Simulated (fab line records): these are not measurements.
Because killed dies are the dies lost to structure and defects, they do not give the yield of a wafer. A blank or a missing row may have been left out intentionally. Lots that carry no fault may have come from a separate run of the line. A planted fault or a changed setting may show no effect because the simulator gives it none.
fab line records    flow sky130
record lots=6  wafers=18  last-day=50
route steps=708 shown LOCAL_INTERCONNECT@394 CONTACT@406 PAD_OPEN@708
lots untouched by any fault: they come from a run of this same line in which no faults occurred
start-h: the number of hours between the record's first day and the start of the first shown wafer of the lot    wait-h: hours since the lot's step before    " as in the row above    L1.1+2: a row that stands for several wafers    - no value, or no start given    * or withheld: withheld    < > ~ a bound
route shown NAME@n: a module of which the file shows steps, and the number in the route of the first    usual: mean/standard deviation of fault-free wafers    same: alike in all rows    chamber/n: place in a boat    sites: per-site readings    _std_site: the values' standard deviation    _edge_site: inner sites' mean taken away from outer sites' mean    radius-mm: how far each site lies from the wafer's centre    mask NAME#n: copy n    behind: tool/chamber where the wafer was last shaped    hold: what put the lot on hold/how long, in hours/how the hold closed    device: whichever transistor did not switch (one of n, p or np)    end of line: tests of these same wafers at the route's end    for a step that has no rows: nothing shown but its recipe    killed: count of dies lost to structure and defects at first sort (not the wafer's yield)    map: shows each die of a wafer: x if killed, . if not, _ if none is there
set.NAME: the setting as run; set.NAME@STEP: as run at that earlier step    model.NAME: the simulator's own value behind a step, which no gauge read
a table for each step, a row for each wafer; lots at some steps of the route
services: the hour from which a tool's chamber was out of use, counted from the record's first day as start-h (under 0 if before that day), plus the number of hours and why
## steps
# step SKY_LOCAL_INTERCONNECT_SOFTBAKE_07
# recipe temp-c=100  time-s=90  resist=KrF-thick
# step SKY_LOCAL_INTERCONNECT_EXPOSE_08
# recipe mask-id=LI1M  na=0.8  source-shape=annular  sigma-inner=0.55  sigma-outer=0.85  target-cd-nm=170  dose-mj=28
# step SKY_LOCAL_INTERCONNECT_PEB_09
# recipe peb-temp-c=withheld  peb-time-s=withheld  resist=KrF-thick
# step SKY_LOCAL_INTERCONNECT_DEVELOP_10
# recipe develop-time-s=60  resist=KrF-thick  dev-temp-c=21
# step SKY_LOCAL_INTERCONNECT_CD_MEAS_11
# recipe target-cd-nm=170
# usual cd-nm=169.8/1.6
lot.wafer  tool       chamber  start-h  wait-h  cd-nm
L526.2     cd-sem-02  -        741.83   -       172.7
L526.3     "          -        "        "       171.6
L526.6     "          -        "        "       173.1
L529.2     cd-sem-02  -        776.78   -       168.4
L529.3     "          -        "        "       169.6
L529.5     "          -        "        "       171.7
L537.3     cd-sem-01  -        832.92   -       169.1
L537.4     "          -        "        "       170.1
L537.5     "          -        "        "       169.5
L540.1     cd-sem-02  -        837.26   -       169.1
L540.3     "          -        "        "       168.8
L540.6     "          -        "        "       168.3
L543.2     cd-sem-02  -        864.40   -       173.3
L543.5     "          -        "        "       171.7
L543.6     "          -        "        "       173.5
L544.1     cd-sem-02  -        865.51   -       169.3
L544.2     "          -        "        "       168.4
L544.6     "          -        "        "       171.1
# step SKY_LOCAL_INTERCONNECT_OVL_MEAS_12
# usual LOCAL_INTERCONNECT_OVL=-4/4.4
lot.wafer  tool        chamber  start-h  wait-h  LOCAL_INTERCONNECT_OVL[nm]
L526.2     overlay-01  -        741.94   0.1     -9
L526.3     "           -        "        "       1
L526.6     "           -        "        "       3
L529.2     overlay-02  -        776.89   0.1     0
L529.3     "           -        "        "       3
L529.5     "           -        "        "       2
L537.3     overlay-02  -        833.02   0.1     -2
L537.4     "           -        "        "       -3
L537.5     "           -        "        "       -4
L540.1     overlay-02  -        837.38   0.1     -4
L540.3     "           -        "        "       -6
L540.6     "           -        "        "       3
L543.2     overlay-01  -        864.51   0.1     -15
L543.5     "           -        "        "       -10
L543.6     "           -        "        "       -8
L544.1     overlay-02  -        865.63   0.1     -7
L544.2     "           -        "        "       -11
L544.6     "           -        "        "       -9
# step SKY_LOCAL_INTERCONNECT_ETCH_13
# recipe chemistry=N2/H2  target=BARC  ion-energy-ev=200  bias-w=100  pressure-mtorr=30  n2-flow-sccm=100  h2-flow-sccm=200  icp-w=500  stop-on=SiO2  time-s=45.9  target-depth-a=600
# usual drypump-motor-current-A=6.1/0.44  oes-product-au=0.854/0.0044  throttle-valve-pct=13.224/0.0097
lot.wafer  tool          chamber  start-h  wait-h  drypump-motor-current-A  oes-product-au  rf-hours-counter-h  throttle-valve-pct
L526.2     rie-metal-02  0        741.97   0.0     6.3                      0.849           5                   13.219
L526.3     "             1        "        "       6.1                      0.856           -                   13.223
L526.6     "             0        "        "       6.3                      0.856           -                   13.213
L529.2     rie-metal-04  1        776.92   0.0     6.5                      0.854           14                  13.214
L529.3     "             0        "        "       5.9                      0.846           -                   13.212
L529.5     "             0        "        "       5.9                      0.852           -                   13.215
L537.3     rie-metal-01  0        833.06   0.0     5.9                      0.850           -                   13.223
L537.4     "             1        "        "       5.2                      0.857           -                   13.218
L537.5     "             0        "        "       5.8                      0.858           -                   13.218
L540.1     rie-metal-04  0        837.42   0.0     5.9                      0.856           16                  13.234
L540.3     "             1        "        "       6.6                      0.856           -                   13.212
L540.6     "             1        "        "       6.5                      0.853           -                   13.213
L543.2     rie-metal-01  0        864.54   0.0     5.9                      0.859           5                   13.221
L543.5     "             1        "        "       5.2                      0.847           -                   13.246
L543.6     "             0        "        "       5.9                      0.859           -                   13.237
L544.1     rie-metal-01  0        865.67   0.0     5.9                      0.846           5                   13.211
L544.2     "             1        "        "       5.2                      0.851           2                   13.232
L544.6     "             1        "        "       5.2                      0.852           -                   13.221
# step SKY_LOCAL_INTERCONNECT_METAL_ETCH_14
# recipe target-depth-nm=110  stop-on=PSG  chemistry=Cl2/BCl3  target=TiN  resist-sidewall-deg=88  pressure-mtorr=10  icp-w=900  bias-w=48.5  Cl2_flow_sccm=60  bcl3-flow-sccm=30  time-s=31.4
# usual drypump-motor-current-A=6.0/0.44  mfc-cl2-sccm=60.00/0.16  oes-product-au=0.942/0.0072  throttle-valve-pct=21.902/0.0095
lot.wafer  tool          chamber  start-h  wait-h  drypump-motor-current-A  mfc-cl2-sccm  oes-product-au  rf-hours-counter-h  throttle-valve-pct
L526.2     rie-metal-02  0        742.03   0.0     6.4                      59.84         0.952           5                   21.887
L526.3     "             1        "        "       6.1                      59.83         0.949           -                   21.904
L526.6     "             0        "        "       6.4                      59.55         0.943           -                   21.899
L529.2     rie-metal-04  1        776.98   0.0     6.6                      59.98         0.946           14                  21.890
L529.3     "             0        "        "       5.9                      60.04         0.934           -                   21.911
L529.5     "             0        "        "       5.9                      59.99         0.935           -                   21.897
L537.3     rie-metal-01  0        833.12   0.0     5.9                      59.78         0.951           -                   21.902
L537.4     "             1        "        "       5.2                      60.19         0.945           -                   21.916
L537.5     "             0        "        "       5.9                      59.87         0.943           -                   21.898
L540.1     rie-metal-04  0        837.48   0.0     5.9                      59.88         0.943           16                  21.897
L540.3     "             1        "        "       6.5                      60.27         0.939           -                   21.899
L540.6     "             1        "        "       6.5                      59.94         0.933           -                   21.882
L543.2     rie-metal-01  0        864.60   0.0     5.9                      59.48         0.934           5                   21.892
L543.5     "             1        "        "       5.2                      59.92         0.945           -                   21.913
L543.6     "             0        "        "       5.9                      60.07         0.933           -                   21.890
L544.1     rie-metal-01  0        865.73   0.0     5.8                      60.05         0.944           5                   21.901
L544.2     "             1        "        "       5.2                      60.01         0.932           2                   21.908
L544.6     "             1        "        "       5.2                      59.79         0.926           -                   21.901
# step SKY_LOCAL_INTERCONNECT_STRIP_15
# recipe chemistry=O2/N2  power-w=1400  pressure-mtorr=1500  platen-temp-c=withheld  o2-flow-sccm=3000  n2-flow-sccm=300  overash-fraction=0.5
# step SKY_LOCAL_INTERCONNECT_STRIP_16
# recipe chemistry=post-etch-residue-remover  time-s=1200  temp-c=72.5
# step SKY_LOCAL_INTERCONNECT_CLEAN_17
# recipe chemistry=IPA  time-s=180  temp-c=25
# step SKY_LOCAL_INTERCONNECT_CLEAN_18
# recipe chemistry=O3/DIW  dry=n2-spin
# step SKY_CONTACT_CVD_00
# recipe material=Si3N4  target-thk-nm=75  temp-c=400  time-s=withheld  rf-w=450
# usual heater-power-outer-w=444/86  heater-power-w=741/120
lot.wafer  tool      chamber  start-h  wait-h  heater-power-outer-w  heater-power-w  model.Si3N4_of_CONTACT_CVD_00.thk-nm
L526.2     pecvd-04  1        742.68   0.0     402                   674             73.94
L526.3     "         2        "        "       311                   577             74.17
L526.6     "         2        "        "       324                   577             76.15
L529.2     pecvd-02  2        777.63   0.0     543                   863             75.53
L529.3     "         1        "        "       481                   781             76.08
L529.5     "         2        "        "       520                   848             75.78
L537.3     pecvd-02  0        833.80   0.0     442                   723             35.99
L537.4     "         2        "        "       503                   817             75.27
L537.5     "         0        "        "       449                   725             36.55
L540.1     pecvd-02  0        838.13   0.0     390                   653             35.12
L540.3     "         0        "        "       401                   653             36.09
L540.6     "         0        "        "       399                   676             35.41
L543.2     pecvd-01  1        865.28   0.0     337                   591             74.74
L543.5     "         2        "        "       345                   591             75.98
L543.6     "         1        "        "       339                   610             75.57
L544.1     pecvd-04  1        866.42   0.0     463                   770             73.96
L544.2     "         0        "        "       490                   750             74.89
L544.6     "         0        "        "       480                   779             75.24
# step SKY_CONTACT_THK_MEAS_01
# recipe reads=Si3N4_of_CONTACT_CVD_00
# usual CONTACT_CVD_00_THK=74.8/0.9
lot.wafer  tool           chamber  start-h  wait-h  CONTACT_CVD_00_THK[nm]
L526.2     film-metro-02  -        742.73   -       73.9
L526.3     "              -        "        "       74.2
L526.6     "              -        "        "       76.2
L529.2     film-metro-04  -        777.67   -       75.5
L529.3     "              -        "        "       76.1
L529.5     "              -        "        "       75.8
L537.3     film-metro-04  -        833.86   -       36.0
L537.4     "              -        "        "       75.3
L537.5     "              -        "        "       36.5
L540.1     film-metro-03  -        838.18   -       35.1
L540.3     "              -        "        "       36.1
L540.6     "              -        "        "       35.4
L543.2     film-metro-04  -        865.32   -       74.7
L543.5     "              -        "        "       76.0
L543.6     "              -        "        "       75.6
L544.1     film-metro-02  -        866.45   -       73.9
L544.2     "              -        "        "       74.9
L544.6     "              -        "        "       75.2
# step SKY_CONTACT_HDPCVD_02
# recipe material=SiO2  target-thk-nm=565  sigma-open-frac=0.3  time-s=94.2  temp-c=600  sih4-flow-sccm=60  pressure-mtorr=6
# step SKY_CONTACT_THK_MEAS_03
# recipe reads=SiO2_of_CONTACT_HDPCVD_02
# usual CONTACT_HDPCVD_THK=566/5.2
lot.wafer  tool           chamber  start-h  wait-h  CONTACT_HDPCVD_THK[nm]
L526.2     film-metro-02  -        742.86   0.0     562
L526.3     "              -        "        "       561
L526.6     "              -        "        "       559
L529.2     film-metro-04  -        777.80   0.0     571
L529.3     "              -        "        "       563
L529.5     "              -        "        "       571
L537.3     film-metro-03  -        833.98   0.1     573
L537.4     "              -        "        "       573
L537.5     "              -        "        "       572
L540.1     film-metro-04  -        838.31   0.0     575
L540.3     "              -        "        "       564
L540.6     "              -        "        "       565
L543.2     film-metro-03  -        865.45   0.0     561
L543.5     "              -        "        "       565
L543.6     "              -        "        "       567
L544.1     film-metro-04  -        866.58   0.0     568
L544.2     "              -        "        "       566
L544.6     "              -        "        "       568
# step SKY_CONTACT_CMP_04
# recipe material=SiO2  down-force-psi=4  platen-rpm=60  pad-velocity-m-s=0.94248
# step SKY_CONTACT_BOW_MEAS_05
# recipe mode=bow
# usual CONTACT_BOW=83/7.8
lot.wafer  tool           chamber  start-h  wait-h  CONTACT_BOW[um]
L526.2     film-metro-03  -        743.47   0.3     88
L526.3     "              -        "        "       86
L526.6     "              -        "        "       84
L529.2     film-metro-04  -        778.17   0.3     80
L529.3     "              -        "        "       84
L529.5     "              -        "        "       82
L537.3     film-metro-04  -        834.36   0.2     88
L537.4     "              -        "        "       92
L537.5     "              -        "        "       78
L540.1     film-metro-02  -        838.67   0.2     88
L540.3     "              -        "        "       93
L540.6     "              -        "        "       100
L543.2     film-metro-03  -        865.93   0.3     88
L543.5     "              -        "        "       82
L543.6     "              -        "        "       77
L544.1     film-metro-02  -        866.94   0.2     81
L544.2     "              -        "        "       98
L544.6     "              -        "        "       80
# step SKY_CONTACT_DEHYDRATE_06
# recipe temp-c=200  time-s=60
# step SKY_CONTACT_HMDS_07
# recipe prime-time-s=60  prime-temp-c=120
# step SKY_CONTACT_COAT_08
# recipe resist=BARC  temp-c=withheld  time-s=withheld  spin-rpm=3000  resist-thk-nm=60
# step SKY_CONTACT_COAT_09
# recipe resist=KrF-thick  spin-rpm=3000  resist-thk-nm=450
# step SKY_CONTACT_SOFTBAKE_10
# recipe temp-c=100  time-s=90  resist=KrF-thick
# step SKY_CONTACT_EXPOSE_11
# recipe mask-id=CTM1  na=0.8  source-shape=annular  sigma-inner=0.55  sigma-outer=0.85  target-cd-nm=170  dose-mj=38
# step SKY_CONTACT_PEB_12
# recipe peb-temp-c=withheld  peb-time-s=withheld  resist=KrF-thick
# step SKY_CONTACT_DEVELOP_13
# recipe develop-time-s=60  resist=KrF-thick  dev-temp-c=21
# step SKY_CONTACT_CD_MEAS_14
# recipe target-cd-nm=170
# usual cd-nm=170.0/1.5
lot.wafer  tool       chamber  start-h  wait-h  cd-nm
L526.2     cd-sem-01  -        770.37   -       170.8
L526.3     "          -        "        "       171.6
L526.6     "          -        "        "       171.9
L529.2     cd-sem-01  -        805.70   -       169.9
L529.3     "          -        "        "       169.8
L529.5     "          -        "        "       171.1
L537.3     cd-sem-01  -        860.59   -       167.6
L537.4     "          -        "        "       166.8
L537.5     "          -        "        "       167.8
L540.1     cd-sem-01  -        864.73   -       170.6
L540.3     "          -        "        "       172.0
L540.6     "          -        "        "       170.3
L543.2     cd-sem-02  -        891.87   -       168.8
L543.5     "          -        "        "       170.8
L543.6     "          -        "        "       169.6
L544.1     cd-sem-02  -        892.28   -       172.1
L544.2     "          -        "        "       170.5
L544.6     "          -        "        "       170.1
# step SKY_CONTACT_OVL_MEAS_15
# usual CONTACT_OVL=2/4.8
lot.wafer  tool        chamber  start-h  wait-h  CONTACT_OVL[nm]
L526.2     overlay-02  -        770.47   0.1     4
L526.3     "           -        "        "       -3
L526.6     "           -        "        "       0
L529.2     overlay-02  -        805.80   0.1     9
L529.3     "           -        "        "       4
L529.5     "           -        "        "       3
L537.3     overlay-02  -        860.68   0.1     2
L537.4     "           -        "        "       7
L537.5     "           -        "        "       2
L540.1     overlay-02  -        864.85   0.1     4
L540.3     "           -        "        "       1
L540.6     "           -        "        "       -2
L543.2     overlay-02  -        891.97   0.1     6
L543.5     "           -        "        "       5
L543.6     "           -        "        "       6
L544.1     overlay-01  -        892.40   0.1     9
L544.2     "           -        "        "       8
L544.6     "           -        "        "       7
# step SKY_CONTACT_ETCH_16
# recipe chemistry=N2/H2  target=BARC  ion-energy-ev=200  source-w=500  bias-w=100  pressure-mtorr=30  n2-flow-sccm=100  h2-flow-sccm=200  stop-on=SiO2  time-s=45.9  target-depth-a=600
# usual drypump-motor-current-A=5.7/0.45  oes-product-au=0.854/0.0049  throttle-valve-pct=13.223/0.0098
lot.wafer  tool         chamber  start-h  wait-h  drypump-motor-current-A  oes-product-au  rf-hours-counter-h  throttle-valve-pct
L526.2     rie-diel-04  2        770.50   0.0     5.9                      0.853           14                  13.233
L526.3     "            1        "        "       5.7                      0.859           9                   13.228
L526.6     "            0        "        "       6.3                      0.853           -                   13.220
L529.2     rie-diel-02  2        805.84   0.0     4.7                      0.849           6                   13.221
L529.3     "            1        "        "       4.9                      0.855           15                  13.223
L529.5     "            1        "        "       4.9                      0.847           -                   13.231
L537.3     rie-diel-04  1        860.70   0.0     5.7                      0.864           12                  13.209
L537.4     "            0        "        "       6.3                      0.852           9                   13.223
L537.5     "            2        "        "       5.9                      0.856           -                   13.228
L540.1     rie-diel-02  1        864.89   0.0     4.9                      0.855           17                  13.217
L540.3     "            0        "        "       4.8                      0.854           2                   13.226
L540.6     "            0        "        "       4.8                      0.856           -                   13.223
L543.2     rie-diel-03  3        892.00   0.0     6.2                      0.858           16                  13.222
L543.5     "            0        "        "       5.6                      0.847           -                   13.237
L543.6     "            1        "        "       5.8                      0.847           -                   13.235
L544.1     rie-diel-02  3        892.44   0.0     5.5                      0.851           13                  13.238
L544.2     "            2        "        "       4.7                      0.855           9                   13.209
L544.6     "            1        "        "       4.9                      0.857           -                   13.212
# step SKY_CONTACT_ETCH_17
# recipe target=SiO2  chemistry=C4F8/O2/Ar  stop-on=Si3N4  mask-material=KrF-thick  source-w=1500  bias-w=1200  pressure-mtorr=40  c4f8-flow-sccm=withheld  O2_flow_sccm=6  Ar_flow_sccm=300  time-s=withheld  target-depth-a=3400
# usual oes-product-au=0.897/0.0051
lot.wafer  tool         chamber  start-h  wait-h  oes-product-au
L526.2     rie-diel-04  2        770.55   0.0     0.902
L526.3     "            1        "        "       0.894
L526.6     "            0        "        "       0.889
L529.2     rie-diel-02  2        805.88   0.0     0.892
L529.3     "            1        "        "       0.898
L529.5     "            1        "        "       0.891
L537.3     rie-diel-04  1        860.75   0.0     0.901
L537.4     "            0        "        "       0.896
L537.5     "            2        "        "       0.898
L540.1     rie-diel-02  1        864.93   0.0     0.900
L540.3     "            0        "        "       0.900
L540.6     "            0        "        "       0.900
L543.2     rie-diel-03  3        892.05   0.0     0.901
L543.5     "            0        "        "       0.906
L543.6     "            1        "        "       0.895
L544.1     rie-diel-02  3        892.48   0.0     0.901
L544.2     "            2        "        "       0.897
L544.6     "            1        "        "       0.903
# step SKY_CONTACT_ETCH_18
# recipe target=Si3N4  chemistry=CHF3/O2  stop-on=TiN  source-w=600  bias-w=200  pressure-mtorr=40  chf3-flow-sccm=50  O2_flow_sccm=5  time-s=39  target-depth-a=750
# usual chf3-flow-sccm=50.00/0.14  drypump-motor-current-A=5.6/0.45  oes-product-au=0.853/0.0075  throttle-valve-pct=8.794/0.0098
lot.wafer  tool         chamber  start-h  wait-h  chf3-flow-sccm  drypump-motor-current-A  oes-product-au  rf-hours-counter-h  throttle-valve-pct  model.etch.depth-nm
L526.2     rie-diel-04  2        -        -       49.97           5.9                      0.853           14                  8.803               73.94
L526.3     "            1        "        "       50.09           5.7                      0.845           9                   8.793               74.17
L526.6     "            0        "        "       49.80           6.3                      0.865           -                   8.786               76.15
L529.2     rie-diel-02  2        -        -       50.16           4.7                      0.858           6                   8.808               75.53
L529.3     "            1        "        "       49.98           4.9                      0.865           15                  8.801               76.08
L529.5     "            1        "        "       50.08           4.9                      0.863           -                   8.808               75.78
L537.3     rie-diel-04  1        -        -       49.97           5.7                      0.604           12                  8.723               35.99
L537.4     "            0        "        "       50.04           6.3                      0.859           9                   8.804               75.27
L537.5     "            2        "        "       50.04           5.9                      0.608           -                   8.734               36.55
L540.1     rie-diel-02  1        -        -       50.13           4.9                      0.590           17                  8.743               35.12
L540.3     "            0        "        "       49.87           4.8                      0.604           2                   8.715               36.09
L540.6     "            0        "        "       49.92           4.8                      0.600           -                   8.724               35.41
L543.2     rie-diel-03  3        -        -       49.97           6.2                      0.856           16                  8.810               74.74
L543.5     "            0        "        "       50.04           5.5                      0.862           -                   8.776               75.98
L543.6     "            1        "        "       50.01           5.8                      0.862           -                   8.772               75.57
L544.1     rie-diel-02  3        -        -       50.21           5.5                      0.848           13                  8.766               73.96
L544.2     "            2        "        "       50.12           4.7                      0.853           9                   8.782               74.89
L544.6     "            1        "        "       50.10           4.9                      0.850           -                   8.795               75.24
# step SKY_CONTACT_STRIP_19
# recipe chemistry=O2/N2  power-w=1400  pressure-mtorr=1500  platen-temp-c=withheld  o2-flow-sccm=3000  n2-flow-sccm=300  overash-fraction=0.5
# usual drypump-motor-current-A=5.4/0.34  oes-product-au=0.380/0.005  strip-time-to-endpoint-s=3.609/0.026
lot.wafer  tool             chamber  start-h  wait-h  drypump-motor-current-A  oes-product-au  rf-hours-counter-h  strip-time-to-endpoint-s
L526.2     plasma-asher-01  1        770.64   -       5.0                      0.374           3                   3.576
L526.3     "                0        "        "       5.7                      0.387           -                   3.585
L526.6     "                1        "        "       4.9                      0.373           -                   3.593
L529.2     plasma-asher-01  0        805.97   -       5.7                      0.371           6                   3.611
L529.3     "                0        "        "       5.7                      0.387           -                   3.609
L529.5     "                1        "        "       5.0                      0.374           -                   3.630
L537.3     plasma-asher-01  1        860.87   -       5.0                      0.387           -                   3.604
L537.4     "                0        "        "       5.7                      0.376           -                   3.611
L537.5     "                0        "        "       5.7                      0.382           -                   3.640
L540.1     plasma-asher-01  1        865.02   -       4.9                      0.382           13                  3.608
L540.3     "                0        "        "       5.7                      0.385           -                   3.605
L540.6     "                1        "        "       4.9                      0.381           -                   3.604
L543.2     plasma-asher-03  0        892.14   -       5.3                      0.386           78                  3.633
L543.5     "                1        "        "       5.9                      0.381           -                   3.643
L543.6     "                0        "        "       5.3                      0.382           -                   3.641
L544.1     plasma-asher-02  0        892.57   -       5.1                      0.381           45                  3.592
L544.2     "                1        "        "       5.4                      0.383           45                  3.662
L544.6     "                0        "        "       5.1                      0.378           -                   3.625
# step SKY_PAD_OPEN_PROBE_99
# usual killed_at_M0_to_M3=44/7.4  killed_at_M4_up=3.2/2  killed-at-contacts=24/5.1  killed-at-front-end=15/4.8  killed-at-other=0.2/0.46  killed-dies=86/10  killed-open=47/7.5  killed-short=39/7
# same gross-dies=492  killed-at-back-side=0
lot.wafer  tool       chamber  start-h  wait-h  killed_at_M0_to_M3  killed_at_M4_up  killed-at-contacts  killed-at-front-end  killed-at-other  killed-dies  killed-open  killed-short
L526.2     prober-01  -        1101.88  0.1     32                  7                26                  23                   1                89           39           50
L526.3     prober-01  -        1101.93  0.2     41                  4                22                  9                    0                76           34           40
L526.6     prober-01  -        1102.08  0.2     55                  5                24                  14                   0                98           53           44
L543.2     prober-01  -        1190.22  0.1     51                  3                27                  12                   0                93           55           38
L543.5     prober-01  -        1190.37  0.2     44                  1                20                  6                    0                71           46           25
L543.6     prober-01  -        1190.42  0.2     43                  6                19                  12                   0                80           33           47
L544.1     prober-02  -        1191.32  0.1     42                  4                30                  23                   0                99           53           46
L544.2     prober-02  -        1191.37  0.1     38                  4                22                  25                   0                89           52           37
L544.6     prober-02  -        1191.57  0.2     40                  3                23                  22                   0                88           47           41
# killed by level:class
L526.2 CONTACT:geometric-particle:open=7 CONTACT:geometric-particle:short=6 METAL1:geometric-particle:short=6 VIA1:geometric-particle:open=6 POLY_GATE:geometric-particle:short=5 LI_CONTACT:geometric-particle:open=5 METAL4:geometric-particle:short=5 VIA1:geometric-particle:short=5
L526.3 CONTACT:geometric-particle:short=8 METAL1:geometric-particle:short=8 VIA2:geometric-particle:open=7 VIA1:geometric-particle:short=6 VIA1:geometric-particle:open=5 METAL2:geometric-particle:short=5 LI_CONTACT:geometric-particle:short=4 LI_CONTACT:geometric-particle:open=4
L526.6 VIA1:geometric-particle:open=12 LI_CONTACT:geometric-particle:open=8 METAL1:geometric-particle:short=8 VIA3:geometric-particle:open=7 LOCAL_INTERCONNECT:geometric-particle:short=6 VIA2:geometric-particle:open=6 POLY_GATE:geometric-particle:open=5 CONTACT:geometric-particle:open=5
L543.2 VIA1:geometric-particle:open=14 CONTACT:geometric-particle:open=11 VIA2:geometric-particle:open=8 METAL1:geometric-particle:short=7 CONTACT:geometric-particle:short=5 VIA1:geometric-particle:short=5 FIELD_ISO:geometric-particle:open=4 VIA2:geometric-particle:short=4
L543.5 VIA1:geometric-particle:open=11 VIA2:geometric-particle:open=9 VIA3:geometric-particle:open=8 CONTACT:geometric-particle:open=7 LOCAL_INTERCONNECT:geometric-particle:short=4 VIA3:geometric-particle:short=4 FIELD_ISO:geometric-particle:short=3 LI_CONTACT:geometric-particle:open=3
L543.6 VIA2:geometric-particle:open=8 CONTACT:geometric-particle:short=7 VIA3:geometric-particle:open=6 FIELD_ISO:geometric-particle:short=5 METAL2:geometric-particle:short=5 METAL1:geometric-particle:short=5 METAL4:geometric-particle:short=5 VIA1:geometric-particle:open=4
L544.1 VIA1:geometric-particle:open=13 CONTACT:geometric-particle:open=8 VIA3:geometric-particle:open=8 CONTACT:geometric-particle:short=7 FIELD_ISO:geometric-particle:short=6 LOCAL_INTERCONNECT:geometric-particle:short=6 FIELD_ISO:geometric-particle:open=5 VIA2:geometric-particle:open=5
L544.2 VIA1:geometric-particle:open=12 LI_CONTACT:geometric-particle:open=9 FIELD_ISO:geometric-particle:short=8 CONTACT:geometric-particle:open=6 FIELD_ISO:geometric-particle:open=5 VIA3:geometric-particle:open=5 POLY_GATE:geometric-particle:short=4 VIA2:geometric-particle:open=4
L544.6 LI_CONTACT:geometric-particle:open=12 VIA1:geometric-particle:open=12 POLY_GATE:geometric-particle:short=8 METAL2:geometric-particle:short=8 FIELD_ISO:geometric-particle:open=5 FIELD_ISO:geometric-particle:short=4 CONTACT:geometric-particle:open=4 VIA3:geometric-particle:open=4
## services
tool             chamber  start-h  hours  kind
rie-diel-02      3        721.32   6.1    repair
rie-diel-02      3        728.41   6.9    repair
plasma-asher-01  -        733.75   9.0    pm
plasma-asher-01  0        733.75   9.0    vent-cycle
plasma-asher-01  1        733.75   9.0    vent-cycle
pecvd-01         -        736.40   0.4    repair
plasma-asher-01  0        742.75   -      clean
rie-metal-04     -        750.18   0.9    repair
pecvd-01         -        783.16   18.0   repair
rie-diel-02      0        783.68   -      clean
rie-diel-02      0        783.68   33.0   scheduled-down
rie-diel-02      0        783.68   33.0   vent-cycle
rie-diel-04      3        798.37   5.8    repair
rie-metal-01     1        800.95   -      clean
rie-metal-01     1        800.95   10.2   scheduled-down
rie-metal-01     1        800.95   10.2   vent-cycle
pecvd-02         2        811.55   20.1   repair
rie-diel-04      1        814.28   2.7    repair
rie-diel-04      -        828.50   0.4    repair
rie-diel-03      -        837.99   0.5    repair
rie-diel-02      0        859.79   3.9    repair
rie-diel-04      1        864.38   19.1   repair
rie-metal-04     0        870.25   25.8   repair
pecvd-01         1        887.70   1.8    repair
## key
first-sign step=SKY_CONTACT_THK_MEAS_01  reading=CONTACT_CVD_00_THK  direction=down  sigmas=44  usual=74.8  struck=35.8
effect step=SKY_CONTACT_ETCH_18  reading=oes-product-au  direction=down  sigmas=34  usual=0.853  struck=0.601
model-effect step=SKY_CONTACT_CVD_00  value=Si3N4_of_CONTACT_CVD_00.thk-nm  without=74.67  struck=35.83
model-effect step=SKY_CONTACT_ETCH_18  value=etch.depth-nm  without=74.67  struck=35.83
met-at SKY_CONTACT_CVD_00
struck-wafers L537.3,L537.5,L540.1,L540.3,L540.6
tester-left-out L537,L540
fault kind=process-parameter-drift  tool=pecvd-02  chamber=0  onset-h=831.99  steps=SKY_CONTACT_CVD_00  channel=time-s  offset=withheld  shape=step  end-h=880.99  acts-in=*
# tester-left-out: of these lots the tester's yield and bins aren't shown, on N5 and GAA mostly nor the transistor test; their killed dies are dies lost to structure and defects alone, not to doping, threshold or leakage, so they don't give the yield
